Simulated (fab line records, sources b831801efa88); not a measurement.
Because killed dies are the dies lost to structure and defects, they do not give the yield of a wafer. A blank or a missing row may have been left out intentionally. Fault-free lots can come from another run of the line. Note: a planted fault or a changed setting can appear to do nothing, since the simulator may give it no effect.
A lot that was struck, set against a sound lot :: flow sky130 :: 30 out of 708 route steps
Sound: these wafers, L206.1, L206.5, L206.6. Wafers struck: L223.1, L223.5, L223.6. The cause is given at the end.
Per side, at each step with rows, come the tool, then ch with its chambers, and then its first start. Under that, the readings that differ: sound wafers :: struck wafers :: difference of the means :: sigmas: that difference in standard deviations of wafers without a fault.
alike: a reading whose means differ by less than 2 such deviations, as well as words and numbers matching on both sides. not compared: withheld readings; readings where some wafer has no value; bounds like >300 that might hide an equal value; numbers whose values overlap and for which the record gives no deviation.
Wherever a step has rows on one side only, a row that says differs or no value, or a row with sigmas, the two part there. When numbers do not overlap yet have no deviation, they are printed without sigmas and do not part them. A reading that every wafer of one side lacks parts them only if that side has two wafers or more.

first, 5 steps without rows for these wafers: SKY_SONOS_ONO_COAT_08 (resist thk 1140 nm); SKY_SONOS_ONO_SOFTBAKE_09 (time 60 s); SKY_SONOS_ONO_EXPOSE_10 (exposes mask ONOM, target cd 410 nm); SKY_SONOS_ONO_PEB_11; SKY_SONOS_ONO_DEVELOP_12 (develop time 60 s).
SKY_SONOS_ONO_CD_MEAS_13: target cd 410 nm.
  sound: cd sem-01 at day 13 03:47; struck: cd sem-02 at day 20 23:14
  alike: cd nm
SKY_SONOS_ONO_OVL_MEAS_14:
  sound: overlay-02 at day 13 03:55; struck: overlay-01 at day 20 23:21
reading: SONOS_ONO_OVL (nm)
sound: 0.5 -1.3 -2.0
struck: 1.0 3.3 3.7
difference: +3.6
sigmas: +3
SKY_SONOS_ONO_ETCH_15: etches the open film in CHF3/O2, target depth 19.52 nm, time 7.8 s.
  sound on rie diel-03 ch 1,2,3, day 13 03:56; struck on rie diel-03 ch 2,3, day 20 23:23
  alike: chf3 flow sccm, drypump motor current A, oes product au, throttle valve pct
  not compared: rf hours counter h
then, 1 step without rows for these wafers: SKY_SONOS_ONO_WET_ETCH_16 (etches SiO2 in dHF, target depth 14 nm, time 280 s).
SKY_SONOS_ONO_STRIP_17: strips in O2/N2.
  sound on plasma asher-04 ch 0,1, day 13 04:03; struck on plasma asher-01 ch 0,1, day 20 23:29
reading: n2 flow sccm (sccm)
sound: 299.1 299.2 299.7
struck: 301.6 301.5 300.8
difference: +2.0
sigmas: +2
  alike: drypump motor current A, oes product au, strip time to endpoint s
  not compared: rf hours counter h
then, 2 steps without rows for these wafers: SKY_SONOS_ONO_WET_ETCH_18 (etches Si3N4 in H3PO4, target depth 15 nm, time 172 s); SKY_GATE_OXIDE_CLEAN_00 (cleans in SC1/SC2, time 150 s).
SKY_GATE_OXIDE_OXIDATION_01: stabilise 600 s, purge 300 s, target thk 10.268 nm.
  sound on furnace-01 ch 0, day 13 04:21; struck on furnace-02 ch 0, day 21 02:01
  alike: ox temp c
SKY_GATE_OXIDE_THK_MEAS_02:
  sound: film metro-01 at day 13 05:46; struck: film metro-01 at day 21 03:25
reading: GATE_OXIDE_OXIDATION_00_THK (nm)
sound: 10.23 9.94 10.06
struck: 17.10 16.98 16.70
difference: +6.85
sigmas: +40
then, 7 steps without rows for these wafers: SKY_GATE_OXIDE_DEHYDRATE_03 (time 60 s); SKY_GATE_OXIDE_HMDS_04 (prime time 60 s); SKY_GATE_OXIDE_COAT_05 (resist thk 1140 nm); SKY_GATE_OXIDE_SOFTBAKE_06 (time 60 s); SKY_GATE_OXIDE_EXPOSE_07 (exposes mask LVOM, target cd 600 nm); SKY_GATE_OXIDE_PEB_08; SKY_GATE_OXIDE_DEVELOP_09 (develop time 60 s).
SKY_GATE_OXIDE_OVL_MEAS_10:
  sound: overlay-02 at day 14 07:05; struck: overlay-02 at day 22 07:49
  alike: GATE_OXIDE_OVL
then, 2 steps without rows for these wafers: SKY_GATE_OXIDE_IMPLANT_11; SKY_GATE_OXIDE_WET_ETCH_12 (etches SiO2 in dHF, target depth 16.8 nm, time 336 s).
SKY_GATE_OXIDE_STRIP_13: strips in O2/N2.
  sound on plasma asher-03 ch 0,1, day 14 07:29; struck on plasma asher-03 ch 0,1, day 22 08:07
  alike: drypump motor current A, n2 flow sccm, oes product au, strip time to endpoint s
  not compared: rf hours counter h
SKY_GATE_OXIDE_TW_MEAS_14:
  sound: film metro-03 at day 14 07:35; struck: film metro-03 at day 22 08:13
  alike: GATE_OXIDE_TW
SKY_GATE_OXIDE_CLEAN_15: cleans in SC1/SC2, time 150 s.
  sound on wet bench-02 ch 1, day 14 07:38; struck on wet bench-02 ch 0, day 22 08:16
reading: model.SiO2_of_GATE_OXIDE_OXIDATION_01.thk nm (nm)
sound: 9.885 9.561 9.698
struck: 16.71 16.63 16.35
difference: +6.85
sigmas: 
SKY_GATE_OXIDE_OXIDATION_16: stabilise 600 s, purge 300 s, target thk 3.57 nm.
  sound on furnace-02 ch 0, day 14 08:11; struck on furnace-02 ch 0, day 22 08:19
reading: model.SiO2_of_GATE_OXIDE_OXIDATION_01.thk nm (nm)
sound: 11.58 11.21 11.38
struck: 17.97 17.9 17.61
difference: +6.44
sigmas: 
  alike: ox temp c
then, 1 step without rows for these wafers: SKY_POLY_GATE_CVD_00 (deposits poly-Si, target thk 180 nm, time 720 s).
-- here the record skips 29 days between the struck wafers' starts before and after, leaving off in module POLY_GATE and picking up in module PAD_OPEN (first step shown: number 708 of the route) --
SKY_PAD_OPEN_PROBE_99:
  sound: prober-01 at day 46 03:50; struck: prober-01 at day 51 05:19
reading: model.etest.nfet_16v.r on ohm um
sound: 1.408e+04 1.363e+04 1.391e+04
struck: 1.75e+04 1.758e+04 1.745e+04
difference: +3.64e+03
sigmas: 

reading: model.etest.tip sonos.rs ohm sq
sound: 2570 2506 2537
struck: 5478 5316 5164
difference: +2782
sigmas: 

reading: model.etest.pfet_16v.r on ohm um
sound: 1.556e+04 1.487e+04 1.509e+04
struck: 1.752e+04 1.783e+04 1.8e+04
difference: +2.610e+03
sigmas: 

reading: model.etest.pfet g5v0d10v5.r on ohm um
sound: 4790 4657 4736
struck: 6266 6450 6268
difference: +1600
sigmas: 

reading: model.etest.nfet g5v0d10v5.r on ohm um
sound: 1873 1840 1843
struck: 2464 2513 2449
difference: +623
sigmas: 

reading: model.etest.tip p.rs ohm sq
sound: 6851 6891 6915
struck: 7260 7210 7217
difference: +343
sigmas: 

reading: model.etest.pfet_01v8.r on ohm um
sound: 2904 2883 2920
struck: 3077 3212 3147
difference: +243
sigmas: 

reading: model.etest.nfet g5v0d10v5.drive ua um
sound: 606.3 623.9 618.9
struck: 388.4 387.5 392.9
difference: -226.8
sigmas: 
  alike: killed_at_M0_to_M3, killed_at_M4_up, killed at contacts, killed at front end, killed at other, killed dies, killed open, killed short

== WHERE THEY PART ==
First at SKY_SONOS_ONO_OVL_MEAS_14; last, within this record, at SKY_GATE_OXIDE_THK_MEAS_02. Later steps at which nothing parts them and some readings are alike: SKY_GATE_OXIDE_OVL_MEAS_10, SKY_GATE_OXIDE_STRIP_13, SKY_GATE_OXIDE_TW_MEAS_14, SKY_GATE_OXIDE_OXIDATION_16, SKY_PAD_OPEN_PROBE_99.

WHY: the cause the simulator had injected
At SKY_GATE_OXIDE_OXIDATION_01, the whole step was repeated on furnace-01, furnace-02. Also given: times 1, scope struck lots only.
